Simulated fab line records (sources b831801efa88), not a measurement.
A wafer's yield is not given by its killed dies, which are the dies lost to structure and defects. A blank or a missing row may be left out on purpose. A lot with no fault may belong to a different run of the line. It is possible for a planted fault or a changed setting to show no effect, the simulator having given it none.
fab line records + flow sky130
[record]
- lots = 13
- wafers = 39
- lastDay = 50
route steps=708 shown VT_ADJUST_HVTP@93 VT_ADJUST_NCORE@126 RES_PROTECT@210 SD_N@353
lots that met no fault: from a run of the same line without faults
startH: the number of hours between the record's first day and the start of the first shown wafer of the lot + waitH: hours from the lot's prior step to this one + " the same as in the row above + L1.1+2: a single row standing in for several wafers + - value missing, or start not given + * or withheld: withheld + < > ~ a bound
route shown NAME@n: a module of which the file shows steps, and the number in the route of the first + usual: mean/standard deviation of fault-free wafers + same: alike in all rows + chamber/n: place in a boat + sites: each site's reading + _std_site: the values' standard deviation + _edge_site: inner sites' mean taken away from outer sites' mean + radiusMm: for every site, how far away it sits from the centre of the wafer + mask NAME#n: copy n + behind: the tool/chamber that last shaped the wafer + hold: why the lot went on hold/how many hours it stayed there/how the hold came to an end + device: the n, p or np transistor that did not switch + end of line: at the end of the route, the tests of the same wafers + a step without rows: its recipe alone + killed: at the first sort, the dies lost to defects and structure; wafer yield is something else + map: shows each die of a wafer: x if killed, . if not, _ if none is there
set.NAME: the setting as run; set.NAME@STEP: as run at that earlier step + model.NAME: the simulator's own value behind a step, which no gauge read
the route's steps for a sample of lots (tables are steps, rows are wafers)
services: when a tool's chamber went out of use (startH, in hours from the record's first day, below 0 if earlier), for how many hours, and the reason
[[steps]]
[step SKY_VT_ADJUST_HVTP_OVL_MEAS_08]
[usual]
- VT_ADJUST_HVTP_OVL = 0.3/1.6
| lot.wafer | tool       | chamber | startH | waitH | VT_ADJUST_HVTP_OVL[nm] |
|-----------|------------|---------|--------|-------|------------------------|
| L464.2    | overlay-02 | -       | 136.06 | 0.1   | -0.3                   |
| L464.5    | "          | -       | "      | "     | 0.7                    |
| L464.6    | "          | -       | "      | "     | 0.4                    |
| L463.3    | overlay-01 | -       | 136.24 | 0.1   | 0.4                    |
| L463.4    | "          | -       | "      | "     | 0.3                    |
| L463.5    | "          | -       | "      | "     | -0.2                   |
| L466.2    | overlay-01 | -       | 139.29 | 0.1   | 0.1                    |
| L466.3    | "          | -       | "      | "     | 1.3                    |
| L466.5    | "          | -       | "      | "     | 0.1                    |
| L465.2    | overlay-02 | -       | 139.47 | 0.1   | -2.5                   |
| L465.3    | "          | -       | "      | "     | -2.2                   |
| L465.6    | "          | -       | "      | "     | -1.9                   |
| L467.1    | overlay-01 | -       | 150.33 | 0.1   | 0.8                    |
| L467.3    | "          | -       | "      | "     | 1.5                    |
| L467.5    | "          | -       | "      | "     | 0.7                    |
| L468.2    | overlay-01 | -       | 151.67 | 0.1   | 2.1                    |
| L468.3    | "          | -       | "      | "     | 2.4                    |
| L468.4    | "          | -       | "      | "     | 1.1                    |
| L469.1    | overlay-01 | -       | 158.33 | 0.1   | 2.2                    |
| L469.3    | "          | -       | "      | "     | 2.9                    |
| L469.6    | "          | -       | "      | "     | 4.4                    |
| L470.3    | overlay-02 | -       | 165.97 | 0.1   | -2.8                   |
| L470.4    | "          | -       | "      | "     | -1.6                   |
| L470.6    | "          | -       | "      | "     | -2.0                   |
| L472.3    | overlay-01 | -       | 184.89 | 0.1   | -0.5                   |
| L472.4    | "          | -       | "      | "     | 1.0                    |
| L472.6    | "          | -       | "      | "     | -0.4                   |
| L474.2    | overlay-01 | -       | 190.94 | 0.1   | 3.0                    |
| L474.3    | "          | -       | "      | "     | 2.1                    |
| L474.6    | "          | -       | "      | "     | 1.5                    |
| L481.1    | overlay-01 | -       | 244.88 | 0.1   | -0.7                   |
| L481.3    | "          | -       | "      | "     | 0.6                    |
| L481.4    | "          | -       | "      | "     | -0.5                   |
| L485.1    | overlay-01 | -       | 269.29 | 0.1   | -0.5                   |
| L485.2    | "          | -       | "      | "     | 0.2                    |
| L485.5    | "          | -       | "      | "     | -0.2                   |
| L486.1    | overlay-02 | -       | 276.84 | 0.1   | -0.8                   |
| L486.2    | "          | -       | "      | "     | -1.0                   |
| L486.6    | "          | -       | "      | "     | 2.5                    |
[step SKY_VT_ADJUST_NCORE_CD_MEAS_07]
[recipe]
- targetCdNm = 380
[usual]
- cdNm = 379.4/2.6
| lot.wafer | tool     | chamber | startH | waitH | cdNm  |
|-----------|----------|---------|--------|-------|-------|
| L464.2    | cdSem-02 | -       | 199.18 | 0.1   | 384.2 |
| L464.5    | "        | -       | "      | "     | 381.2 |
| L464.6    | "        | -       | "      | "     | 381.9 |
| L463.3    | cdSem-01 | -       | 199.63 | 0.1   | 379.8 |
| L463.4    | "        | -       | "      | "     | 379.9 |
| L463.5    | "        | -       | "      | "     | 378.7 |
| L466.2    | cdSem-01 | -       | 201.72 | 0.1   | 384.8 |
| L466.3    | "        | -       | "      | "     | 381.2 |
| L466.5    | "        | -       | "      | "     | 380.5 |
| L465.2    | cdSem-02 | -       | 202.88 | 0.1   | 380.2 |
| L465.3    | "        | -       | "      | "     | 380.9 |
| L465.6    | "        | -       | "      | "     | 379.0 |
| L467.1    | cdSem-01 | -       | 213.60 | 0.1   | 376.1 |
| L467.3    | "        | -       | "      | "     | 377.4 |
| L467.5    | "        | -       | "      | "     | 375.6 |
| L468.2    | cdSem-01 | -       | 216.33 | 0.1   | 383.3 |
| L468.3    | "        | -       | "      | "     | 380.6 |
| L468.4    | "        | -       | "      | "     | 380.1 |
| L469.1    | cdSem-02 | -       | 223.56 | 0.1   | 374.0 |
| L469.3    | "        | -       | "      | "     | 374.6 |
| L469.6    | "        | -       | "      | "     | 375.2 |
| L470.3    | cdSem-02 | -       | 232.13 | 0.1   | 378.9 |
| L470.4    | "        | -       | "      | "     | 380.6 |
| L470.6    | "        | -       | "      | "     | 378.8 |
| L472.3    | cdSem-02 | -       | 254.89 | 0.1   | 382.2 |
| L472.4    | "        | -       | "      | "     | 381.4 |
| L472.6    | "        | -       | "      | "     | 382.1 |
| L474.2    | cdSem-02 | -       | 260.56 | 0.1   | 379.3 |
| L474.3    | "        | -       | "      | "     | 379.0 |
| L474.6    | "        | -       | "      | "     | 379.1 |
| L481.1    | cdSem-01 | -       | 320.05 | 0.1   | 380.6 |
| L481.3    | "        | -       | "      | "     | 383.3 |
| L481.4    | "        | -       | "      | "     | 380.9 |
| L485.1    | cdSem-02 | -       | 346.81 | 0.1   | 380.0 |
| L485.2    | "        | -       | "      | "     | 377.4 |
| L485.5    | "        | -       | "      | "     | 377.5 |
| L486.1    | cdSem-01 | -       | 354.86 | 0.1   | 378.2 |
| L486.2    | "        | -       | "      | "     | 377.9 |
| L486.6    | "        | -       | "      | "     | 375.1 |
[step SKY_RES_PROTECT_EXPOSE_04]
[recipe]
- maskId = RPM
- na = 0.6
- sourceShape = conventional
- sigmaOuter = 0.6
- polarization = unpolarized
- targetCdNm = 1270
- doseMj = 131
| lot.wafer  | tool            | chamber | startH | waitH | mask     |
|------------|-----------------|---------|--------|-------|----------|
| L464.2+5+6 | ilineStepper-02 | 0       | 346.65 | -     | RPM#0    |
| L465.2+3+6 | ilineStepper-02 | 0       | 349.83 | -     | RPM#0    |
| L466.2+3+5 | ilineStepper-02 | 0       | 349.95 | -     | RPM#0    |
| L463.3+4+5 | ilineStepper-02 | 0       | 350.23 | -     | RPM#0    |
| L467.1+3+5 | ilineStepper-01 | 0       | 361.77 | -     | RPM#0    |
| L468.2+3+4 | ilineStepper-02 | 0       | 368.24 | -     | RPM#0    |
| L469.1+3+6 | ilineStepper-01 | 0       | 376.63 | -     | RPM#0    |
| L470.3+4+6 | ilineStepper-02 | 0       | 385.51 | -     | RPM#0    |
| L472.3+4+6 | ilineStepper-02 | 0       | 414.35 | -     | RPM#0    |
| L474.2+3+6 | ilineStepper-02 | 0       | 419.50 | -     | RPM#0    |
| L481.1+3+4 | ilineStepper-02 | 0       | 489.22 | -     | RPM_R1#0 |
| L485.1+2+5 | ilineStepper-01 | 0       | 524.98 | -     | RPM#0    |
| L486.1+2+6 | ilineStepper-02 | 0       | 531.13 | -     | RPM#0    |
[step SKY_SD_N_STRIP_11]
[recipe]
- chemistry = O2/N2
- powerW = 1400
- pressureMtorr = 1500
- platenTempC = withheld
- o2FlowSccm = 3000
- n2FlowSccm = 300
- overashFraction = 0.5
[usual]
- chamberPressureMTorr = 1500.2/1.8
- drypumpMotorCurrentA = 5.4/0.43
- oesProductAu = 0.527/0.0045
- stripTimeToEndpointS = 22.55/0.04
| lot.wafer | tool           | chamber | startH | waitH | chamberPressureMTorr | drypumpMotorCurrentA | oesProductAu | rfHoursCounterH | stripTimeToEndpointS |
|-----------|----------------|---------|--------|-------|----------------------|----------------------|--------------|-----------------|----------------------|
| L464.2    | plasmaAsher-01 | 0       | 666.46 | 0.1   | 1500.2               | 4.9                  | 0.529        | 23              | 22.55                |
| L464.5    | "              | 0       | "      | "     | 1500.6               | 4.9                  | 0.534        | -               | 22.51                |
| L464.6    | "              | 1       | "      | "     | 1500.7               | 5.8                  | 0.530        | -               | 22.55                |
| L466.2    | plasmaAsher-01 | 1       | 684.15 | 0.1   | 1498.0               | 5.8                  | 0.528        | 25              | 22.54                |
| L466.3    | "              | 0       | "      | "     | 1500.0               | 4.9                  | 0.521        | -               | 22.62                |
| L466.5    | "              | 1       | "      | "     | 1500.9               | 5.8                  | 0.531        | -               | 22.56                |
| L463.3    | plasmaAsher-04 | 1       | 684.59 | 0.1   | 1500.1               | 5.0                  | 0.522        | -               | 22.59                |
| L463.4    | "              | 0       | "      | "     | 1499.1               | 5.6                  | 0.530        | -               | 22.56                |
| L463.5    | "              | 0       | "      | "     | 1501.8               | 5.7                  | 0.526        | -               | 22.62                |
| L465.2    | plasmaAsher-04 | 0       | 685.31 | 0.1   | 1499.4               | 5.7                  | 0.527        | 52              | 22.59                |
| L465.3    | "              | 0       | "      | "     | 1499.4               | 5.7                  | 0.518        | -               | 22.58                |
| L465.6    | "              | 0       | "      | "     | 1502.1               | 5.7                  | 0.527        | -               | 22.57                |
| L467.1    | plasmaAsher-04 | 1       | 686.71 | 0.1   | 1500.4               | 5.0                  | 0.520        | 52              | 22.52                |
| L467.3    | "              | 1       | "      | "     | 1500.4               | 5.1                  | 0.524        | -               | 22.51                |
| L467.5    | "              | 1       | "      | "     | 1501.8               | 5.1                  | 0.534        | -               | 22.48                |
| L468.2    | plasmaAsher-03 | 0       | 689.76 | 0.1   | 1499.4               | 6.0                  | 0.522        | 104             | 22.59                |
| L468.3    | "              | 0       | "      | "     | 1498.9               | 6.0                  | 0.532        | -               | 22.56                |
| L468.4    | "              | 1       | "      | "     | 1498.6               | 5.0                  | 0.519        | -               | 22.55                |
| L469.1    | plasmaAsher-01 | 0       | 695.65 | 0.1   | 1498.4               | 4.9                  | 0.535        | 25              | 22.56                |
| L469.3    | "              | 0       | "      | "     | 1498.1               | 4.9                  | 0.521        | -               | 22.58                |
| L469.6    | "              | 0       | "      | "     | 1497.3               | 4.9                  | 0.530        | -               | 22.54                |
| L470.3    | plasmaAsher-03 | 0       | 704.75 | 0.1   | 1500.4               | 6.0                  | 0.519        | -               | 22.54                |
| L470.4    | "              | 1       | "      | "     | 1501.2               | 4.9                  | 0.532        | -               | 22.56                |
| L470.6    | "              | 0       | "      | "     | 1499.8               | 6.0                  | 0.524        | -               | 22.56                |
| L472.3    | plasmaAsher-03 | 0       | 731.10 | 0.1   | 1501.6               | 6.0                  | 0.524        | -               | 22.57                |
| L472.4    | "              | 1       | "      | "     | 1499.2               | 5.0                  | 0.526        | -               | 22.59                |
| L472.6    | "              | 1       | "      | "     | 1498.8               | 5.0                  | 0.526        | -               | 22.57                |
| L474.2    | plasmaAsher-01 | 0       | 733.76 | 0.1   | 1500.7               | 4.9                  | 0.532        | 29              | 22.53                |
| L474.3    | "              | 1       | "      | "     | 1498.7               | 5.8                  | 0.516        | -               | 22.57                |
| L474.6    | "              | 0       | "      | "     | 1501.7               | 4.9                  | 0.522        | -               | 22.53                |
| L481.1    | plasmaAsher-01 | 0       | 797.00 | 0.1   | 1499.8               | 4.9                  | 0.534        | 36              | 22.57                |
| L481.3    | "              | 1       | "      | "     | 1498.4               | 5.8                  | 0.529        | -               | 22.58                |
| L481.4    | "              | 0       | "      | "     | 1501.2               | 4.9                  | 0.525        | -               | 22.55                |
| L485.1    | plasmaAsher-01 | 0       | 830.77 | 0.1   | 1501.5               | 4.9                  | 0.526        | 39              | 22.56                |
| L485.2    | "              | 1       | "      | "     | 1498.8               | 5.8                  | 0.525        | 39              | 22.53                |
| L485.5    | "              | 0       | "      | "     | 1500.6               | 4.9                  | 0.525        | -               | 22.52                |
| L486.1    | plasmaAsher-04 | 1       | 835.81 | 0.1   | 1501.6               | 5.1                  | 0.527        | 68              | 22.59                |
| L486.2    | "              | 0       | "      | "     | 1501.1               | 5.7                  | 0.526        | 68              | 22.55                |
| L486.6    | "              | 0       | "      | "     | 1500.1               | 5.7                  | 0.524        | -               | 22.59                |
[[services]]
| tool            | chamber | startH | hours | kind                   |
|-----------------|---------|--------|-------|------------------------|
| ilineStepper-02 | -       | 330.45 | 9.4   | repair                 |
| plasmaAsher-04  | -       | 382.61 | 17.0  | repair                 |
| plasmaAsher-01  | -       | 421.25 | 9.0   | pm                     |
| ilineStepper-02 | -       | 437.48 | 1.7   | pm                     |
| plasmaAsher-03  | -       | 455.57 | 0.7   | repair                 |
| ilineStepper-02 | -       | 459.57 | 2.1   | pm                     |
| ilineStepper-02 | -       | 461.66 | -     | consumableReplace:lamp |
| ilineStepper-02 | -       | 471.49 | 5.6   | repair                 |
| plasmaAsher-01  | -       | 481.46 | 3.8   | repair                 |
| ilineStepper-01 | -       | 512.78 | 1.7   | pm                     |
| plasmaAsher-01  | -       | 557.41 | 2.3   | repair                 |
| plasmaAsher-03  | -       | 568.71 | 1.1   | repair                 |
| plasmaAsher-03  | -       | 570.49 | 1.9   | repair                 |
| plasmaAsher-04  | -       | 617.57 | 4.3   | repair                 |
| plasmaAsher-01  | -       | 641.11 | 6.0   | repair                 |
| ilineStepper-02 | -       | 641.29 | 2.9   | repair                 |
| ilineStepper-02 | -       | 655.66 | 1.7   | pm                     |
| plasmaAsher-03  | -       | 681.42 | 1.1   | repair                 |
| plasmaAsher-01  | -       | 686.55 | 2.7   | repair                 |
| plasmaAsher-01  | -       | 693.12 | 0.7   | repair                 |
| ilineStepper-01 | -       | 730.96 | 1.7   | pm                     |
| plasmaAsher-01  | -       | 732.49 | 1.1   | repair                 |
| plasmaAsher-03  | -       | 733.75 | 9.0   | pm                     |
| ilineStepper-01 | -       | 759.47 | 2.6   | repair                 |
[[key]]
[firstSign]
- step = SKY_RES_PROTECT_EXPOSE_04
- reading = mask
- direction = changed
effect none on later readings
metAt SKY_RES_PROTECT_EXPOSE_04
struckLots L481
testerLeftOut L481
notActingAt SKY_VT_ADJUST_HVTP_OVL_MEAS_08,SKY_VT_ADJUST_NCORE_CD_MEAS_07,SKY_SD_N_STRIP_11
onsetBetween 419.50 489.22
[fault]
- kind = wrongMask
- tool = any
- chamber = -
- onsetH = 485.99
- steps = SKY_RES_PROTECT_EXPOSE_04
- auxCopy = RPM_R1#0
- cdOffsetNm = 89
- scope = struckLotsOnly
// testerLeftOut: of these lots the tester's yield and bins aren't shown, on N5 and GAA mostly nor the transistor test; their killed dies are dies lost to structure and defects alone, not to doping, threshold or leakage, so they don't give the yield
